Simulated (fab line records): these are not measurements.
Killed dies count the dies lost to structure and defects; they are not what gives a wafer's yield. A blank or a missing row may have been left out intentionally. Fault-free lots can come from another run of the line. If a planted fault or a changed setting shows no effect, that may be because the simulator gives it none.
Struck lot and sound lot, side by side    flow sky130    16 steps out of a route of 708
Sound: wafers L832.2, L832.5, L832.6. Wafers L842.4, L842.5, L842.6 were the ones struck. The cause is given at the end.
Each step with rows lists, per side, the tool, then ch with its chambers, then its first start. Under that, the readings that differ: sound wafers    struck wafers    difference of the means    sigmas: that difference in standard deviations of wafers without a fault.
alike: readings with means less than 2 such deviations apart, plus words and numbers identical on both sides. not compared: withheld readings, readings lacking a value on some wafer, bounds such as >300 that could conceal the same value, and numbers that have no deviation in the record and whose values overlap.
Wherever a step has rows on one side only, a row that says differs or no value, or a row with sigmas, the two part there. Non-overlapping numbers with no deviation appear without sigmas and do not part them. A reading that every wafer of one side lacks parts them only if that side has two wafers or more.

first, 4 steps without rows for these wafers: SKY_LDD_LDN_SOFTBAKE_03 (time 60 s); SKY_LDD_LDN_EXPOSE_04 (exposes mask LDNTM, target cd 700 nm); SKY_LDD_LDN_PEB_05; SKY_LDD_LDN_DEVELOP_06 (develop time 60 s).
SKY_LDD_LDN_OVL_MEAS_07:
  sound: overlay-02 at day 24 01:17; struck: overlay-02 at day 26 21:35
reading           sound           struck       difference  sigmas
LDD_LDN_OVL (nm)  -1.1 -2.2 -1.8  1.6 3.2 2.2  +4.0        +3
then, 4 steps without rows for these wafers: SKY_LDD_LDN_IMPLANT_08; SKY_LDD_LDN_IMPLANT_09; SKY_LDD_LDN_IMPLANT_10; SKY_LDD_LDN_IMPLANT_11.
SKY_LDD_LDN_STRIP_12: strips in O2/N2.
  sound on plasma asher-02 ch 0,1, day 24 01:55; struck on plasma asher-01 ch 0,1, day 26 22:14
reading                       sound              struck             difference  sigmas
strip time to endpoint s (s)  14.19 14.21 14.26  14.11 14.13 14.14  -0.09       -2
  alike: drypump motor current A, oes product au
  not compared: rf hours counter h
SKY_LDD_LDN_TW_MEAS_13:
  sound: film metro-02 at day 24 02:01; struck: film metro-02 at day 26 22:20
  alike: LDD_LDN_TW
then, 1 step without rows for these wafers: SKY_LDD_LDN_CLEAN_14 (cleans in SC1/SC2, time 150 s).
SKY_SPACER_CVD_00: deposits Si3N4 from DCS/NH3, target thk 43.1 nm, time 740 s.
  sound on lpcvd-02 ch 1, day 24 02:43; struck on lpcvd-02 ch 1, day 26 22:25
reading                                   sound              struck             difference  sigmas
spike tc bottom C (C)                     791.4 791.1 789.6  803.9 804.9 804.5  +13.7       +7
spike tc centre C (C)                     770.0 769.8 768.7  783.0 782.1 781.7  +12.8       +9
spike tc lower C (C)                      770.8 770.5 769.0  783.3 783.8 783.3  +13.4       +13
spike tc top C (C)                        776.1 776.9 776.6  788.5 789.6 787.8  +12.1       +5
spike tc upper C (C)                      771.5 771.2 769.2  784.6 783.2 783.4  +13.1       +14
susceptor temp C (C)                      770.6 770.5 770.0  782.4 782.2 782.5  +12.0       +35
model.Si3N4_of_SPACER_CVD_00.thk nm (nm)  43.79 43.82 43.85  54.73 54.81 54.86  +10.98      
SKY_SPACER_THK_MEAS_01:
  sound: film metro-04 at day 24 03:56; struck: film metro-03 at day 26 23:39
reading                 sound           struck          difference  sigmas
SPACER_CVD_00_THK (nm)  43.7 43.9 43.8  54.7 54.8 54.9  +11.0       +31
SKY_SPACER_ETCHBACK_02: etches Si3N4 in CH3F/O2, stops on SiO2, time 46.7 s, target depth 45 nm.
  sound on rie diel-03 ch 0,2, day 24 03:59; struck on rie diel-01 ch 0,1,2, day 26 23:41
reading                   sound              struck             difference  sigmas
oes product au (a.u.)     0.862 0.862 0.858  0.981 0.980 0.964  +0.114      +19
model.etch.depth nm (nm)  43.79 43.82 43.85  54.73 54.81 53.89  +10.66      
  alike: drypump motor current A, throttle valve pct
  not compared: rf hours counter h
then, 1 step without rows for these wafers: SKY_POLY_CUT_DEHYDRATE_00 (time 60 s).

WHERE THEY PART
Earliest at SKY_LDD_LDN_OVL_MEAS_07; latest, in this record, at SKY_SPACER_ETCHBACK_02.

WHY: the cause the simulator had injected
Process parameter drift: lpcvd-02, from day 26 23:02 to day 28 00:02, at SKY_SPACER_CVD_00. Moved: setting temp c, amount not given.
